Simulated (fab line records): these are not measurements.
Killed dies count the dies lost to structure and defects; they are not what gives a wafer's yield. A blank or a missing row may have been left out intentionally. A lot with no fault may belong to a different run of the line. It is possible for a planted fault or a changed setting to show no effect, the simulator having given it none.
2 desks looking at one fault | flow gf180mcu | only its own numbers are on each desk; what lay behind them is given at the end

THE TOOL OWNER'S DESK: plasma-asher-02
The tool's own readings at GF_HV_LDD_STRIP_49 (strips in O2/N2): means of the sampled wafers that have a number, for each lot that ran on this tool. A lot is out of limits, marked OUT, if its mean lies more than 4 standard deviations from the usual mean; the brackets give that distance.
Columns: A = drypump-motor-current-A at GF_HV_LDD_STRIP_49, usual 5.4 A; B = heater-power-w at GF_HV_LDD_STRIP_49, usual 354 W; C = n2-flow-sccm at GF_HV_LDD_STRIP_49, usual 300.1 sccm; D = oes-product-au at GF_HV_LDD_STRIP_49, usual 0.716 a.u.; E = strip-time-to-endpoint-s at GF_HV_LDD_STRIP_49, usual 12.63 s
lot  | first seen here | A   | B   | C               | D     | E
L247 | day 16 18:15    | 5.9 | 362 | 360.0 (+73) OUT | 0.720 | 12.64
L248 | day 17 02:26    | 5.8 | 356 | 359.5 (+72) OUT | 0.713 | 12.57
L257 | day 20 00:17    | 5.8 | 339 | 299.9           | 0.709 | 12.69
This desk's verdict: out of limits on L247, L248, starting with L247 at day 16 18:15 (n2-flow-sccm at GF_HV_LDD_STRIP_49). In limits: L257.

FROM THE METROLOGY DESK
What the gauges read, lot by lot, whatever tool the lot ran on: means of the sampled wafers that have a number. A lot is out of limits, marked OUT, if its mean lies more than 4 standard deviations from the usual mean; the brackets give that distance.
Columns: A = DUAL_GATE_OXIDATION_00_THK at GF_DUAL_GATE_THK_MEAS_03, usual 10.79 nm
lot  | first seen here | A
L234 | day 7 16:02     | 10.90
L236 | day 8 06:20     | 10.85
L238 | day 8 17:43     | 10.88
L241 | day 9 18:47     | 10.72
L246 | day 10 22:03    | 11.05
L247 | day 11 09:15    | 11.03
L248 | day 11 13:57    | 10.68
L250 | day 12 02:01    | 10.72
L251 | day 12 09:03    | 10.80
L254 | day 13 05:37    | 10.66
L255 | day 13 11:13    | 10.83
L257 | day 14 01:05    | 10.80
This desk found nothing out of limits on any of the 12 lots.

PUT TOGETHER
The tool owner's desk could have raised an alarm at day 16 18:15, on L247, L248.
The metrology desk saw nothing out of limits.
The metrology desk holds a record of L247, L248, inside its limits.
On plasma-asher-02, each named lot ran GF_HV_LDD_STRIP_49.

WHAT HAD BEEN PUT IN BY THE SIMULATOR
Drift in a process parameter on plasma-asher-02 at GF_HV_LDD_STRIP_49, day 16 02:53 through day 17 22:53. Setting n2-flow-sccm, moved by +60, from 300. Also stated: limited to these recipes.
Lots struck among those shown: L247, L248.
How many hours passed from the start of the fault until each desk's first out-of-limits reading: the tool owner's desk, 15.
